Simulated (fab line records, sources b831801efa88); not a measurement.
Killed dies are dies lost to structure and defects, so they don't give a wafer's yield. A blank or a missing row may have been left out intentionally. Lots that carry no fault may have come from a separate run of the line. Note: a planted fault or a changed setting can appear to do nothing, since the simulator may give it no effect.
Which of the tools did it? ; flow sky130 ; Sampling: 10 lots, 30 wafers, 3 of 708 route steps

## WHAT THE GAUGES READ, wafer by wafer
SKY_POLY_GATE_THK_MEAS_01.
lot;measured;on;POLY_GATE_CVD_00_THK (nm)
L254;day 13 18:17;film_metro-04;180.9 180.8 180.2
L256;day 14 15:31;film_metro-01;183.0 181.1 181.0
L257;day 14 18:55;film_metro-04;178.2 177.5 177.2
L262;day 16 19:52;film_metro-02;182.7 182.9 183.3
L263;day 17 00:13;film_metro-04;178.1 179.2 178.2
L267;day 18 14:28;film_metro-02;180.4 180.9 180.9
L268;day 18 18:53;film_metro-04;180.3 181.5 180.7
L269;day 19 06:11;film_metro-04;157.2 161.2 167.1 157.4 161.2 167.1
L270;day 19 23:44;film_metro-01;134.0 135.8 139.3 133.9 135.7 139.4
L277;day 22 15:58;film_metro-04;180.3 179.2 179.6

## WHAT TOOL EACH LOT RAN ON (gives the tool, then ch and the chambers of the sampled wafers, and finally the start)
lot;SKY_VT_ADJUST_NCORE_STRIP_10;SKY_POLY_GATE_CVD_00
L254;plasma_asher-01 ch 0,1, day 8 10:05;lpcvd-01 ch 1, day 13 16:29
L256;plasma_asher-01 ch 0,1, day 9 05:51;lpcvd-01 ch 0, day 14 14:19
L257;plasma_asher-03 ch 0,1, day 9 08:26;lpcvd-01 ch 1, day 14 17:06
L262;plasma_asher-03 ch 0,1, day 11 01:10;lpcvd-01 ch 1, day 16 18:38
L263;plasma_asher-04 ch 0,1, day 11 04:05;lpcvd-01 ch 1, day 16 23:01
L267;plasma_asher-01 ch 0,1, day 12 09:59;lpcvd-01 ch 0, day 18 13:16
L268;plasma_asher-01 ch 0,1, day 12 13:46;lpcvd-01 ch 0, day 18 17:40
L269;plasma_asher-04 ch 0,1, day 12 23:55;lpcvd-01 ch 1, day 19 04:58
L270;plasma_asher-03 ch 0,1, day 13 13:21;lpcvd-01 ch 1, day 19 22:30
L277;plasma_asher-04 ch 0,1, day 15 22:26;lpcvd-01 ch 1, day 22 14:46
- SKY_VT_ADJUST_NCORE_STRIP_10: strips in O2/N2.
- SKY_POLY_GATE_CVD_00: deposits poly-Si, target thk 180 nm, time 720 s.

## THE ANSWER, worked out from the rows above alone
Rule: the lots themselves supply what counts as usual. Put in order of their means at a reading, lots are off if they are a third of the lots or fewer, leave a main group of 4 or more, and stand apart from it by a gap of 3 or more times the standard deviation of the main group's means; of several such gaps the widest counts. A main group is skipped when, at the precision printed for the reading in the tables above, its means are all equal. Also off: a lot with no number at a reading for which 4 or more lots have one. Any other lot the step has rows for is counted as sound.
Off: L269, L270, seen at SKY_POLY_GATE_THK_MEAS_01 (POLY_GATE_CVD_00_THK). The main group: mean 180.3 nm, standard deviation 1.6.
A tool fits if, at a process step before that reading, it ran every lot that is off, and no sound lot after the first of them. Those tools and the gauges at SKY_POLY_GATE_THK_MEAS_01 are tried in the same way. Not one of the candidates tried fits.

## WHAT HAD BEEN PUT IN BY THE SIMULATOR
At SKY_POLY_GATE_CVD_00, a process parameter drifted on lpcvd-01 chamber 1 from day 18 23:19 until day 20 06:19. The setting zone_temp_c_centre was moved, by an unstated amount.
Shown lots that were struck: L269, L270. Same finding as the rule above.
